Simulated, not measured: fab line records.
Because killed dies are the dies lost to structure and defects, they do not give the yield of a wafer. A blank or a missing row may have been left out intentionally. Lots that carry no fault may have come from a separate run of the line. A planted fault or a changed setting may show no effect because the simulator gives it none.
Which tool was responsible? / flow sky130 / 15 lots (45 wafers sampled), 1 step of a 708-step route

WHAT EACH GAUGE READ, for each wafer
SKY_VIA3_OVL_MEAS_13. Usual: for VIA3_OVL the level is -1 nm and the standard deviation is 5.
lot=L801; measured=day 39 23:01; on=overlay-01; VIA3_OVL (nm)=5 10 -1; flag=
lot=L802; measured=day 40 05:29; on=overlay-02; VIA3_OVL (nm)=-1 5 6; flag=
lot=L804; measured=day 40 22:34; on=overlay-02; VIA3_OVL (nm)=-5 0 -7; flag=
lot=L806; measured=day 41 09:41; on=overlay-01; VIA3_OVL (nm)=3 -6 1; flag=
lot=L807; measured=day 42 01:41; on=overlay-01; VIA3_OVL (nm)=-3 -2 -6; flag=
lot=L808; measured=day 42 08:31; on=overlay-01; VIA3_OVL (nm)=-5 1 8; flag=
lot=L809; measured=day 42 12:22; on=overlay-02; VIA3_OVL (nm)=-5 -7 -2; flag=
lot=L810; measured=day 42 18:20; on=overlay-02; VIA3_OVL (nm)=3 -4 -8; flag=
lot=L812; measured=day 43 08:11; on=overlay-01; VIA3_OVL (nm)=-2 -6 4; flag=
lot=L813; measured=day 43 11:23; on=overlay-02; VIA3_OVL (nm)=-3 -4 1; flag=
lot=L814; measured=day 43 21:23; on=overlay-01; VIA3_OVL (nm)=9 9 6; flag=
lot=L815; measured=day 44 04:50; on=overlay-02; VIA3_OVL (nm)=1 -2 -3; flag=
lot=L816; measured=day 44 09:43; on=overlay-02; VIA3_OVL (nm)=3 -8 5; flag=
lot=L819; measured=day 45 02:47; on=overlay-02; VIA3_OVL (nm)=-3 0 1; flag=
lot=L823; measured=day 45 23:28; on=overlay-02; VIA3_OVL (nm)=-5 -1 -2; flag=

WHICH TOOL RAN EACH LOT (tool, then ch and the chambers of the sampled wafers, then the start)
Before these readings, the record contains no process step.

AS READ BY THE TOOLS THEMSELVES (means over the sampled wafers that have a number; for cases with no such wafer, the mark the record gives instead)
The record holds no such reading with a usual standard deviation.

THE ANSWER, worked out from the rows above alone
Rule: lot off if the mean of its wafers having a number is beyond 3 standard deviations from the usual mean. A lot without any number at a reading at which 4 lots or more have one is off too. Where the step has rows for the other lots, those lots are counted as sound. Order of review: gauges by route order, followed by the tools' own readings, for which a lot's mean as printed above is used. At the first step where some lot is off, the reading lying furthest off is the one used; lots without a number count as furthest.
No lot is off on any of the readings shown, so nothing can be concluded from this.

WHAT WAS PUT IN BY THE SIMULATOR
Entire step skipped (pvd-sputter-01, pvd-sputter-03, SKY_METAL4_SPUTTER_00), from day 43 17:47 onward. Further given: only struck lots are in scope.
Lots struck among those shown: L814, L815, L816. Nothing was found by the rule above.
